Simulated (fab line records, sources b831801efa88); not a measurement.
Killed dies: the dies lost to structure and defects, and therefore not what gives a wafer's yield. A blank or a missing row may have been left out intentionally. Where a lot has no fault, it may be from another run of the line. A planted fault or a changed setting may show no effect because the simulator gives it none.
A single fault, viewed from 2 desks || flow gf180mcu || each desk holds nothing but its own numbers, with what lay behind them at the end

## AT THE TOOL OWNER'S DESK: implanter-02
GF_LVPWELL_IMPLANT_09, tool's own readings: per-lot mean of the sampled wafers with a number, covering each lot this tool ran. Any lot whose mean is over 4 standard deviations away from the usual mean is out of limits and marked OUT; that distance is given in the brackets.
Columns: A = dose ions cm2 at GF_LVPWELL_IMPLANT_09, usual 5e+12; B = faraday current uA at GF_LVPWELL_IMPLANT_09, usual 28.2
{"lot": "L355", "first seen here": "day 3 20:59", "A": 5e+12, "B": 28.5}
{"lot": "L356", "first seen here": "day 4 02:28", "A": 5e+12, "B": 27.7}
{"lot": "L357", "first seen here": "day 4 07:01", "A": 5e+12, "B": 28.3}
{"lot": "L364", "first seen here": "day 5 20:22", "A": "4e+12 (-99 or more) OUT", "B": "22.3 (-11) OUT"}
{"lot": "L365", "first seen here": "day 6 05:09", "A": "4e+12 (-99 or more) OUT", "B": "22.6 (-10) OUT"}
{"lot": "L366", "first seen here": "day 6 09:19", "A": "4e+12 (-99 or more) OUT", "B": "22.7 (-9.9) OUT"}
This desk's finding: out of limits on L364, L365, L366; first on L364, day 5 20:22 (dose ions cm2 at GF_LVPWELL_IMPLANT_09). L355, L356, L357 stayed within limits.

## METROLOGY DESK
Means of the sampled wafers that have a number, per lot and without regard to the tool the lot ran on: this is what the gauges read. Any lot whose mean is over 4 standard deviations away from the usual mean is out of limits and marked OUT; that distance is given in the brackets.
Columns: A = NWELL_OVL at GF_NWELL_OVL_MEAS_07, usual 0.1 nm; B = MVSD_TW at GF_MVSD_TW_MEAS_11, usual 1572; C = LVPWELL_RS at GF_VT_IMPLANT_RS_MEAS_48, usual 1197.5 ohm/sq
{"lot": "L355", "first seen here": "day 3 09:42", "A": -1.6, "B": 1583, "C": 1197.1}
{"lot": "L356", "first seen here": "day 3 13:16", "A": -1.3, "B": 1581, "C": 1195.7}
{"lot": "L357", "first seen here": "day 3 17:49", "A": 0.8, "B": 1584, "C": 1200.0}
{"lot": "L358", "first seen here": "day 4 01:18", "A": -1.1, "B": 1546, "C": 1202.7}
{"lot": "L364", "first seen here": "day 5 05:37", "A": -2.5, "B": 1543, "C": "1243.5 (+18) OUT"}
{"lot": "L365", "first seen here": "day 5 14:07", "A": 0.8, "B": 1591, "C": "1246.5 (+20) OUT"}
{"lot": "L366", "first seen here": "day 5 18:37", "A": 2.0, "B": 1582, "C": "1245.6 (+19) OUT"}
{"lot": "L378", "first seen here": "day 8 14:55", "A": 0.0, "B": 1584, "C": 1198.0}
Per this desk, out of limits: L364, L365, L366; the first was L364, day 10 04:50 (LVPWELL_RS at GF_VT_IMPLANT_RS_MEAS_48). L355, L356, L357, L358, L378 stayed within limits.

## PUT TOGETHER
An alarm could have come from the tool owner's desk at day 5 20:22, on L364, L365, L366.
At day 10 04:50 the metrology desk could have sounded an alarm, on L364, L365, L366.
All the named lots went through GF_LVPWELL_IMPLANT_09 on implanter-02.

## WHAT THE SIMULATOR HAD INSERTED
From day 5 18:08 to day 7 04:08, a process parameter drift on implanter-02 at GF_LVPWELL_IMPLANT_09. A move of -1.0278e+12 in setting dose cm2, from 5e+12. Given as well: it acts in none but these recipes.
Shown lots that were struck: L364, L365, L366.
Hours from the fault's start to each desk's first reading out of limits: the tool owner's desk, 2; the metrology desk, 107.
